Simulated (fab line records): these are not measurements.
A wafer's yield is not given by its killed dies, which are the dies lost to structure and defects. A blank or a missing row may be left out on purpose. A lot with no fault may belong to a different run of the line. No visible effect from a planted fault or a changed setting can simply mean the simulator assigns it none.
Code-filled problem report in 8D (eight disciplines) form || flow gf180mcu || the parts of the form that need people (team, actions taken, sign-off) are left out

== 1. PROBLEM STATEMENT ==
n2-flow-sccm at GF_HV_LDD_STRIP_49 reads a mean of 239.9 sccm on 6 wafers of 2 lots; wafers without a fault read 300.2 sccm with a standard deviation of 0.93. Relative to the usual mean, that is a shift of -65 standard deviations.
The step: strips in O2/N2.
Earliest sighting: wafer L138.1 on plasma-asher-01 at day 15 06:47. The record holds 42 wafers of 14 lots with a number at this step. Rule for "out", or "out of limits": more than 4 standard deviations from the usual mean. Any other wafer with a number is counted as sound.

== 2. WHAT IT IS, AND WHAT IT ISN'T ==
{"question": "which readings at this step", "is": "n2-flow-sccm", "is not": "drypump-motor-current-A, heater-power-w, oes-product-au, strip-time-to-endpoint-s"}
{"question": "which lots", "is": "L138, L139", "is not": "L130, L131, L132, L134, L135, L145, L146, L148, L149, L150, L151, L152"}
{"question": "which wafers of those lots", "is": "all that have a number", "is not": "-"}
{"question": "read on which tools", "is": "plasma-asher-01", "is not": "plasma-asher-02, plasma-asher-04"}
{"question": "when", "is": "from day 15 06:47", "is not": "up to then (15 sound wafers); but 21 sound wafers of L145, L146, L148, L149, L150, L151, L152 came after"}

== 3. SUSPECTS, AND WHAT RULES EACH OUT ==
Counting: any tool at a process step up to the reading is kept as a suspect provided that every lot that is out went through it and no sound lot did after the first of them.
- plasma-asher-01 at GF_HV_LDD_STRIP_49 (strips in O2/N2): ruled out as a lasting fault. Following L138 (day 15 06:47), the first lot on it that is out, the sound lots L148, L149, L151 were run on it.
Left after counting: nothing in the record.

== 4. THE CAUSE (what the simulator had put in) ==
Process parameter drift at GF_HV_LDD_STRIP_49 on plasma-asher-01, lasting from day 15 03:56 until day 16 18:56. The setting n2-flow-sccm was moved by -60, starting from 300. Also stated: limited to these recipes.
Counting ruled it out, wrongly.

== 5. THE EFFECT CHAIN, in route order ==
Each row: a reading where the mean over the struck wafers with a number is more than 3 standard deviations away from the usual. Readings are gone through only where the record gives a usual standard deviation; hours: the median, over the lots, of the time from a lot's start at the first step in this table giving one to that lot's start at this step; sigmas: the change measured in usual standard deviations.
{"hours": 0, "step": "GF_HV_LDD_STRIP_49", "reading": "n2-flow-sccm", "usual": "300.2 sccm", "on struck wafers": 239.9, "change": -60.3, "sigmas": -65}
Here are the process steps it includes:
- GF_HV_LDD_STRIP_49: strips in O2/N2.
Later measuring or inspecting steps at which every struck wafer that the step has a row for has a number for every such reading, and none has moved that far: GF_HV_LDD_RS_MEAS_53, GF_NSD_CD_MEAS_07.

== 6. HOW IT WOULD HAVE BEEN CAUGHT EARLIER ==
In this record the first reading out of limits was taken at day 15 06:47, 3 hours after the fault began at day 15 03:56.
